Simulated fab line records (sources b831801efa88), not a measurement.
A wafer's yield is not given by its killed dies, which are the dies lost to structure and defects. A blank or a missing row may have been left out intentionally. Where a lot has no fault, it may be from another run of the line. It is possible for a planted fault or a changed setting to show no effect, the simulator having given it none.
Which tool was responsible?	flow gf180mcu	33 wafers from 11 lots sampled at 3 of the route's 602 steps

== WHAT THE GAUGES READ, wafer by wafer ==
GF_V3_RS_MEAS_24: uses a four-point probe to measure.
lot	measured	on	V3_W_RS (ohm/sq)
L658	day 23 04:47	film-metro-02	0.320 0.321 0.334
L659	day 23 11:49	film-metro-01	0.332 0.323 0.335
L661	day 24 05:14	film-metro-03	0.281 0.281 0.284 0.280 0.281 0.283
L662	day 24 15:20	film-metro-02	0.334 0.331 0.331
L663	day 25 02:38	film-metro-02	0.282 0.274 0.271 0.282 0.274 0.271
L670	day 27 21:08	film-metro-03	0.329 0.317 0.330
L674	day 28 09:26	film-metro-01	0.330 0.325 0.326
L675	day 28 15:31	film-metro-01	0.332 0.324 0.330
L676	day 29 07:08	film-metro-02	0.336 0.322 0.331
L677	day 29 13:55	film-metro-01	0.330 0.325 0.324
L678	day 29 20:57	film-metro-02	0.325 0.328 0.322

== WHICH TOOL RAN EACH LOT (tool, then ch and the chambers of the sampled wafers, then the start) ==
lot	GF_V3_SPUTTER_21	GF_V3_CVD_23
L658	pvd-sputter-04, day 23 04:34	cvd-w-02 ch 0,1, day 23 04:40
L659	pvd-sputter-01, day 23 11:35	cvd-w-02 ch 0,1, day 23 11:41
L661	pvd-sputter-01, day 24 05:00	cvd-w-02 ch 0, day 24 05:06
L662	pvd-sputter-04, day 24 15:08	cvd-w-01 ch 0,1, day 24 15:14
L663	pvd-sputter-02, day 25 02:25	cvd-w-02 ch 0,1, day 25 02:31
L670	pvd-sputter-04, day 27 20:55	cvd-w-02 ch 0,1, day 27 21:01
L674	pvd-sputter-01, day 28 09:11	cvd-w-01 ch 0,1, day 28 09:17
L675	pvd-sputter-04, day 28 15:17	cvd-w-02 ch 0,1, day 28 15:23
L676	pvd-sputter-02, day 29 06:56	cvd-w-02 ch 0,1, day 29 07:02
L677	pvd-sputter-02, day 29 13:42	cvd-w-02 ch 0,1, day 29 13:48
L678	pvd-sputter-01, day 29 20:43	cvd-w-01 ch 0,1, day 29 20:49
- GF_V3_SPUTTER_21: material Ti, target thk 15 nm, time 80.02 s.
- GF_V3_CVD_23: deposits W, target thk 350 nm, time 104.9 s.

== THE ANSWER, worked out from the rows above alone ==
Rule: the lots themselves supply what counts as usual. The widest of any qualifying gaps counts: lots, ordered by their means at a reading, are off when they make up no more than a third of the lots, leave a main group of 4 or more, and stand apart from it by 3 or more times the standard deviation of that group's means. A main group whose means are all the same, to the digits that the tables above print for the reading, isn't used. Also off: a lot with no number at a reading for which 4 or more lots have one. Any other lot the step has rows for is counted as sound.
Off: L661, L663, at GF_V3_RS_MEAS_24 (V3_W_RS). Main group: mean 0.328 ohm/sq, sd 0.0024.
A tool fits if, at a process step before that reading, it ran every lot that is off, and no sound lot after the first of them. The gauges at GF_V3_RS_MEAS_24 are tried like those tools. Of those tried, none fits.

== WHAT WAS PUT IN BY THE SIMULATOR ==
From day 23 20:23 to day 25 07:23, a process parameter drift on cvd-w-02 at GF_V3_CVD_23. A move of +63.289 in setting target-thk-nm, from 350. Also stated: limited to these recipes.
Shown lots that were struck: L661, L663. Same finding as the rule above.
